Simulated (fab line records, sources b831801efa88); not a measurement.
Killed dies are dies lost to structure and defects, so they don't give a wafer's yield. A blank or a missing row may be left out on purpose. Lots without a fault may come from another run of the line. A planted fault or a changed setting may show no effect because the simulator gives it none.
Which tool did it? | flow gf180mcu | 14 lots, 42 wafers sampled, at 4 steps of a route of 602

WHAT THE GAUGES READ, wafer by wafer
GF_STI_CD_MEAS_12: target cd 220 nm. Usual: cd_nm 220.2 nm, standard deviation 1.2.
lot  | measured    | on        | cd_nm (nm)        | flag
L137 | day 2 01:58 | cd_sem-02 | 220.9 221.3 220.6 |
L138 | day 2 06:56 | cd_sem-02 | 219.0 219.2 220.0 |
L140 | day 2 17:01 | cd_sem-01 | 221.4 221.2 220.5 |
L141 | day 2 22:48 | cd_sem-01 | 220.2 221.3 220.9 |
L142 | day 3 03:25 | cd_sem-01 | 220.5 220.1 220.3 |
L144 | day 3 13:19 | cd_sem-02 | 218.4 219.1 219.1 |
L145 | day 3 18:43 | cd_sem-01 | 220.8 219.9 220.4 |
L147 | day 4 04:58 | cd_sem-02 | 220.6 219.8 220.8 |
L148 | day 4 10:02 | cd_sem-01 | 221.9 221.4 222.1 |
L149 | day 4 15:14 | cd_sem-01 | 220.9 221.1 220.7 |
L150 | day 4 21:37 | cd_sem-01 | 218.1 217.6 218.0 |
L151 | day 5 01:53 | cd_sem-01 | 219.6 222.1 220.3 |
L154 | day 5 18:26 | cd_sem-01 | 220.4 220.7 219.9 |
L160 | day 7 02:16 | cd_sem-01 | 219.4 219.8 221.1 |

GF_STI_THK_MEAS_24. Usual: STI_CVD_23_THK 651 nm, standard deviation 8.3.
lot  | measured    | on            | STI_CVD_23_THK (nm) | flag
L137 | day 2 03:56 | film_metro-04 | 657 652 650         |
L138 | day 2 10:17 | film_metro-02 | 666 659 659         |
L140 | day 2 19:01 | film_metro-04 | 648 644 638         |
L141 | day 3 00:47 | film_metro-04 | 654 659 653         |
L142 | day 3 05:28 | film_metro-01 | 654 647 649         |
L144 | day 3 15:23 | film_metro-02 | 651 653 656         |
L145 | day 3 20:43 | film_metro-04 | 655 658 661         |
L147 | day 4 06:58 | film_metro-02 | 653 646 650         |
L148 | day 4 13:32 | film_metro-04 | 644 652 648         |
L149 | day 4 17:12 | film_metro-01 | 634 632 636         |
L150 | day 4 23:37 | film_metro-04 | 643 643 643         |
L151 | day 5 03:55 | film_metro-04 | 644 654 639         |
L154 | day 5 20:25 | film_metro-02 | 658 658 658         |
L160 | day 7 04:19 | film_metro-01 | 661 667 664         |

GF_VT_IMPLANT_TW_MEAS_32. Usual: VT_IMPLANT_3_TW 270.8, standard deviation 2.9.
lot  | measured     | on            | VT_IMPLANT_3_TW   | flag
L137 | day 6 22:20  | film_metro-04 | 266.4 268.4 267.3 |
L138 | day 7 08:13  | film_metro-02 | 269.9 269.7 269.5 |
L140 | day 7 17:59  | film_metro-03 | 274.4 275.1 274.9 |
L141 | day 8 02:17  | film_metro-03 | 275.0 273.5 275.6 |
L142 | day 8 07:43  | film_metro-02 | 268.9 268.3 269.2 |
L144 | day 8 20:49  | film_metro-04 | 268.9 269.9 269.4 |
L145 | day 9 01:46  | film_metro-04 | 268.8 270.2 267.6 |
L147 | day 9 14:31  | film_metro-02 | 269.2 266.8 269.0 |
L148 | day 9 23:13  | film_metro-03 | 273.8 273.7 274.5 |
L149 | day 10 03:44 | film_metro-02 | 270.4 270.5 270.7 |
L150 | day 10 11:25 | film_metro-04 | 268.2 269.0 268.6 |
L151 | day 10 18:40 | film_metro-03 | 275.1 274.8 273.2 |
L154 | day 11 12:28 | film_metro-02 | 269.7 269.6 269.3 |
L160 | day 13 03:46 | film_metro-02 | 269.1 268.1 269.1 |

WHICH TOOL RAN EACH LOT (tool, then ch and the chambers of the sampled wafers, then the start)
lot  | GF_STI_ETCH_14
L137 | rie_si-02 ch 1,2,3, day 2 02:08
L138 | rie_si-02 ch 0,2,3, day 2 07:08
L140 | rie_si-01 ch 2,3, day 2 17:11
L141 | rie_si-02 ch 0,2,3, day 2 22:59
L142 | rie_si-02 ch 0,3, day 3 03:37
L144 | rie_si-02 ch 0,2,3, day 3 13:31
L145 | rie_si-01 ch 0,1,3, day 3 18:55
L147 | rie_si-02 ch 0,2,3, day 4 05:10
L148 | rie_si-02 ch 1,2,3, day 4 10:13
L149 | rie_si-02 ch 0,1, day 4 15:22
L150 | rie_si-02 ch 2,3, day 4 21:49
L151 | rie_si-01 ch 0,1,3, day 5 02:05
L154 | rie_si-02 ch 0,2,3, day 5 18:38
L160 | rie_si-01 ch 0,2,3, day 7 02:28
- GF_STI_ETCH_14: etches Si in HBr/Cl2/O2, target depth 360 nm, time 102.9 s.

WHAT THE TOOLS THEMSELVES READ (means of the sampled wafers that have a number; where no wafer has one, the mark that the record gives instead)
GF_STI_ETCH_14. Usual: HBr_flow_sccm 150.0 sccm, standard deviation 0.44; drypump_motor_current_A 5.7 A, standard deviation 0.45; mfc_cl2_sccm 39.99 sccm, standard deviation 0.12; oes_product_au 1.002 a.u., standard deviation 0.008; run_length_s 131.0 s, standard deviation 0.39; throttle_valve_pct 25.655 %, standard deviation 0.0092.
lot  | tool      | HBr_flow_sccm (sccm) | drypump_motor_current_A (A) | mfc_cl2_sccm (sccm) | oes_product_au (a.u.) | run_length_s (s) | throttle_valve_pct (%) | flag
L137 | rie_si-02 | 150.0                | 6.0                         | 39.98               | 0.998                 | 130.9            | 25.659                 |
L138 | rie_si-02 | 150.0                | 6.2                         | 40.03               | 1.002                 | 131.2            | 25.658                 |
L140 | rie_si-01 | 150.1                | 5.3                         | 40.04               | 1.004                 | 131.6            | 25.656                 |
L141 | rie_si-02 | 149.9                | 6.2                         | 40.08               | 0.995                 | 131.1            | 25.659                 |
L142 | rie_si-02 | 149.7                | 6.4                         | 39.94               | 1.006                 | 130.8            | 25.644                 |
L144 | rie_si-02 | 149.7                | 6.2                         | 40.07               | 0.995                 | 131.0            | 25.659                 |
L145 | rie_si-01 | 149.9                | 5.4                         | 39.94               | 1.009                 | 131.0            | 25.654                 |
L147 | rie_si-02 | 150.0                | 6.2                         | 39.94               | 0.997                 | 130.7            | 25.655                 |
L148 | rie_si-02 | 150.0                | 6.0                         | 39.97               | 0.998                 | 131.0            | 25.654                 |
L149 | rie_si-02 | 150.6                | 6.1                         | 40.00               | 1.002                 | 131.1            | 25.656                 |
L150 | rie_si-02 | 149.9                | 6.0                         | 39.97               | 0.996                 | 122.4            | 25.656                 | OFF
L151 | rie_si-01 | 150.2                | 5.4                         | 39.86               | 1.011                 | 130.8            | 25.660                 |
L154 | rie_si-02 | 150.2                | 6.2                         | 40.09               | 1.002                 | 122.4            | 25.657                 | OFF
L160 | rie_si-01 | 150.5                | 5.4                         | 39.99               | 1.007                 | 131.3            | 25.657                 |

THE ANSWER, worked out from the rows above alone
Rule: a lot is off if the mean of its wafers that have a number lies more than 3 standard deviations from the usual mean. A lot without any number at a reading at which 4 lots or more have one is off too. The other lots that the step has rows for count as sound. The gauges are gone through in route order, then the tools' own readings, and for those a lot's mean is taken as printed above. The first step at which some lot is off is used, and at that step the reading that is off furthest; a lot without a number counts as furthest.
Off: L150, L154, at GF_STI_ETCH_14 (run_length_s).
A tool fits if, at that step or a process step before it, it ran every lot that is off, and no sound lot after the first of them. One fits: rie_si-02 at GF_STI_ETCH_14. Its last sound lot is L149 (day 4 15:22), its first lot that is off L150 (day 4 21:49): a fault that began between those two fits.
The tool's own readings at GF_STI_ETCH_14 bear it out: on the lots that are off they differ by more than 5 times the standard deviation of the sound lots' means. run_length_s reads 122.4 s there against 131.0 s on the sound lots.

WHAT THE SIMULATOR HAD PUT IN
Process parameter drift: rie_si-02, from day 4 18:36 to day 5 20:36, at GF_STI_ETCH_14. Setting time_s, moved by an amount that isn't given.
Lots struck among those shown: L150, L154. The rule above found the same.
